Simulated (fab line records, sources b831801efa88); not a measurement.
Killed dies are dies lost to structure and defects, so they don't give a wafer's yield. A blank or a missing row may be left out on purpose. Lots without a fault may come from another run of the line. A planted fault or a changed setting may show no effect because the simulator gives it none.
Which tool did it? | flow sky130 | 10 lots, 30 wafers sampled, at 5 steps of a route of 708

WHAT THE GAUGES READ, wafer by wafer
SKY_VIA1_RS_MEAS_22: measures by four-point-probe. Usual: VIA1_W_RS 0.425 ohm/sq, standard deviation 0.0049.
lot  | measured     | on            | VIA1_W_RS (ohm/sq) | flag
L866 | day 35 01:45 | film_metro-03 | 0.414 0.424 0.420  |
L867 | day 35 08:52 | film_metro-02 | 0.418 0.423 0.426  |
L870 | day 36 04:01 | film_metro-02 | 0.430 0.426 0.427  |
L873 | day 37 04:50 | film_metro-03 | 0.426 0.428 0.435  |
L874 | day 37 13:10 | film_metro-03 | 0.423 0.420 0.419  |
L877 | day 38 15:22 | film_metro-03 | 0.420 0.422 0.419  |
L878 | day 39 00:43 | film_metro-03 | 0.416 0.420 0.420  |
L879 | day 39 04:01 | film_metro-04 | 0.217 0.216 0.216  | OFF
L881 | day 39 11:16 | film_metro-03 | 0.216 0.216 0.216  | OFF
L882 | day 39 22:34 | film_metro-03 | 0.429 0.425 0.418  |

SKY_VIA1_THK_MEAS_23: measures by xrf. Usual: VIA1_W_THK 271 nm, standard deviation 4.3.
lot  | measured     | on            | VIA1_W_THK (nm) | flag
L866 | day 35 01:52 | film_metro-03 | 282 275 276     |
L867 | day 35 08:58 | film_metro-02 | 276 272 269     |
L870 | day 36 04:08 | film_metro-02 | 265 269 267     |
L873 | day 37 04:56 | film_metro-03 | 271 270 264     |
L874 | day 37 13:17 | film_metro-03 | 270 274 274     |
L877 | day 38 15:29 | film_metro-03 | 275 274 276     |
L878 | day 39 00:49 | film_metro-03 | 277 275 272     |
L879 | day 39 04:08 | film_metro-04 | 518 516 521     | OFF
L881 | day 39 11:23 | film_metro-03 | 532 530 535     | OFF
L882 | day 39 22:41 | film_metro-03 | 270 271 274     |

WHICH TOOL RAN EACH LOT (tool, then ch and the chambers of the sampled wafers, then the start)
lot  | SKY_METAL1_METAL_ETCH_19          | SKY_VIA1_ETCH_15                   | SKY_VIA1_CVD_21
L866 | rie_metal-02 ch 0,1, day 33 20:25 | rie_diel-04 ch 0,1,3, day 35 00:58 | cvd_w-02 ch 0,1, day 35 01:40
L867 | rie_metal-04 ch 0, day 34 03:20   | rie_diel-01 ch 0,3, day 35 07:43   | cvd_w-02 ch 0,1, day 35 08:45
L870 | rie_metal-04 ch 0,1, day 35 00:04 | rie_diel-04 ch 0,1,3, day 36 03:13 | cvd_w-01 ch 0,1, day 36 03:55
L873 | rie_metal-01 ch 0, day 36 00:17   | rie_diel-01 ch 0,2,3, day 37 04:01 | cvd_w-02 ch 0,1, day 37 04:43
L874 | rie_metal-04 ch 0,1, day 36 09:04 | rie_diel-03 ch 0,1,2, day 37 12:22 | cvd_w-02 ch 0,1, day 37 13:04
L877 | rie_metal-01 ch 0, day 37 11:16   | rie_diel-01 ch 0,1, day 38 14:34   | cvd_w-02 ch 1, day 38 15:16
L878 | rie_metal-02 ch 0,1, day 37 20:13 | rie_diel-03 ch 0,2,3, day 38 23:49 | cvd_w-02 ch 0,1, day 39 00:36
L879 | rie_metal-01 ch 0,1, day 38 00:22 | rie_diel-01 ch 0,2,3, day 39 03:13 | cvd_w-02 ch 0,1, day 39 03:55
L881 | rie_metal-04 ch 0,1, day 38 08:07 | rie_diel-01 ch 0,2,3, day 39 10:28 | cvd_w-02 ch 0,1, day 39 11:10
L882 | rie_metal-01 ch 0,1, day 38 19:40 | rie_diel-03 ch 1,2,3, day 39 21:43 | cvd_w-01 ch 0,1, day 39 22:28
- SKY_METAL1_METAL_ETCH_19: etches the open film in Cl2/BCl3, stops on SiO2, target depth 360 nm, time 78 s.
- SKY_VIA1_ETCH_15: etches SiO2 in C4F8/O2/Ar, stops on TiN, target depth 351 nm, time 54 s.
- SKY_VIA1_CVD_21: deposits W, target thk 270 nm, time 80.902 s.

WHAT THE TOOLS THEMSELVES READ (means of the sampled wafers that have a number; where no wafer has one, the mark that the record gives instead)
SKY_METAL1_METAL_ETCH_19. Usual: drypump_motor_current_A 5.5 A, standard deviation 0.34; he_backside_leak_sccm 3.40 sccm, standard deviation 0.28; oes_product_au 0.854 a.u., standard deviation 0.0065; throttle_valve_pct 22.264 %, standard deviation 0.0089.
lot  | tool         | drypump_motor_current_A (A) | he_backside_leak_sccm (sccm) | oes_product_au (a.u.) | throttle_valve_pct (%) | flag
L866 | rie_metal-02 | 5.4                         | 3.52                         | 0.856                 | 22.270                 |
L867 | rie_metal-04 | 5.8                         | 3.43                         | 0.844                 | 22.267                 |
L870 | rie_metal-04 | 5.4                         | 3.37                         | 0.849                 | 22.264                 |
L873 | rie_metal-01 | 6.0                         | 3.01                         | 0.843                 | 22.263                 |
L874 | rie_metal-04 | 5.4                         | 4.21                         | 0.852                 | 22.258                 |
L877 | rie_metal-01 | 6.1                         | 2.94                         | 0.853                 | 22.261                 |
L878 | rie_metal-02 | 5.4                         | 3.52                         | 0.850                 | 22.263                 |
L879 | rie_metal-01 | 5.4                         | 3.19                         | 0.853                 | 22.262                 |
L881 | rie_metal-04 | 5.4                         | 3.47                         | 0.860                 | 22.259                 |
L882 | rie_metal-01 | 5.7                         | 3.22                         | 0.859                 | 22.270                 |

SKY_VIA1_ETCH_15. Usual: oes_product_au 0.980 a.u., standard deviation 0.0069.
lot  | tool        | oes_product_au (a.u.) | flag
L866 | rie_diel-04 | 0.982                 |
L867 | rie_diel-01 | 0.985                 |
L870 | rie_diel-04 | 0.976                 |
L873 | rie_diel-01 | 0.980                 |
L874 | rie_diel-03 | 0.980                 |
L877 | rie_diel-01 | 0.976                 |
L878 | rie_diel-03 | 0.979                 |
L879 | rie_diel-01 | 0.984                 |
L881 | rie_diel-01 | 0.987                 |
L882 | rie_diel-03 | 0.972                 |

SKY_VIA1_CVD_21. Usual: heater_power_w 780 W, standard deviation 37.
lot  | tool     | heater_power_w (W) | flag
L866 | cvd_w-02 | 740                |
L867 | cvd_w-02 | 775                |
L870 | cvd_w-01 | 811                |
L873 | cvd_w-02 | 773                |
L874 | cvd_w-02 | 780                |
L877 | cvd_w-02 | 737                |
L878 | cvd_w-02 | 753                |
L879 | cvd_w-02 | 750                |
L881 | cvd_w-02 | 758                |
L882 | cvd_w-01 | 759                |

THE ANSWER, worked out from the rows above alone
Rule: a lot is off if the mean of its wafers that have a number lies more than 3 standard deviations from the usual mean. A lot without any number at a reading at which 4 lots or more have one is off too. The other lots that the step has rows for count as sound. The gauges are gone through in route order, then the tools' own readings, and for those a lot's mean is taken as printed above. The first step at which some lot is off is used, and at that step the reading that is off furthest; a lot without a number counts as furthest.
Off: L879, L881, at SKY_VIA1_RS_MEAS_22 (VIA1_W_RS).
A tool fits if, at a process step before that reading, it ran every lot that is off, and no sound lot after the first of them. The gauges at SKY_VIA1_RS_MEAS_22 are tried like those tools. Can't be told from this: 2 tools fit, rie_diel-01 at SKY_VIA1_ETCH_15, cvd_w-02 at SKY_VIA1_CVD_21.

WHAT THE SIMULATOR HAD PUT IN
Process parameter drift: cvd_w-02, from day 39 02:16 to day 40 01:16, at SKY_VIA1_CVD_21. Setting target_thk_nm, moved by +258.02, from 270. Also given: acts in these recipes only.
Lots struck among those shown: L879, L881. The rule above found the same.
